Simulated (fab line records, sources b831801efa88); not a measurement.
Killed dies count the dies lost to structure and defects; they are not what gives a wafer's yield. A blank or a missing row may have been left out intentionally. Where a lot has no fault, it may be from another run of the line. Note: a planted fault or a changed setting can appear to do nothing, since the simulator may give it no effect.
Which tool was responsible? / flow gf180mcu / 36 wafers sampled from 12 lots at 1 step of a route of 602

## WHAT EACH GAUGE READ, for each wafer
GF_DNWELL_TW_MEAS_09.
lot=L075; measured=day 2 23:50; on=film_metro-01; DNWELL_TW=1339 1340 1332
lot=L077; measured=day 3 11:05; on=film_metro-01; DNWELL_TW=1350 1355 1345
lot=L079; measured=day 3 20:41; on=film_metro-01; DNWELL_TW=1353 1361 1345
lot=L081; measured=day 4 07:19; on=film_metro-04; DNWELL_TW=1358 1370 1361
lot=L083; measured=day 4 18:24; on=film_metro-01; DNWELL_TW=1353 1351 1343
lot=L085; measured=day 5 05:45; on=film_metro-04; DNWELL_TW=1361 1354 1362
lot=L087; measured=day 5 22:15; on=film_metro-04; DNWELL_TW=1365 1365 1374
lot=L089; measured=day 6 01:41; on=film_metro-01; DNWELL_TW=1343 1346 1351
lot=L091; measured=day 6 12:10; on=film_metro-01; DNWELL_TW=1364 1361 1366
lot=L093; measured=day 6 22:25; on=film_metro-02; DNWELL_TW=1338 1338 1341
lot=L095; measured=day 7 10:32; on=film_metro-02; DNWELL_TW=1338 1334 1333
lot=L097; measured=day 7 23:35; on=film_metro-01; DNWELL_TW=1342 1344 1333

## TOOL THAT RAN EACH LOT (tool first, then ch and the chambers of the sampled wafers, then the start)
Before these readings, the record contains no process step.

## THE ANSWER, worked out from the rows above alone
Rule: the lots themselves supply what counts as usual. The widest of any qualifying gaps counts: lots, ordered by their means at a reading, are off when they make up no more than a third of the lots, leave a main group of 4 or more, and stand apart from it by 3 or more times the standard deviation of that group's means. Not used: any main group whose means are identical at the precision the tables above print for the reading. A lot without any number at a reading at which 4 lots or more have one is off too. The other lots that the step has rows for count as sound.
Nothing can be told from this: no lot is off at any reading shown.

## WHAT THE SIMULATOR PUT IN
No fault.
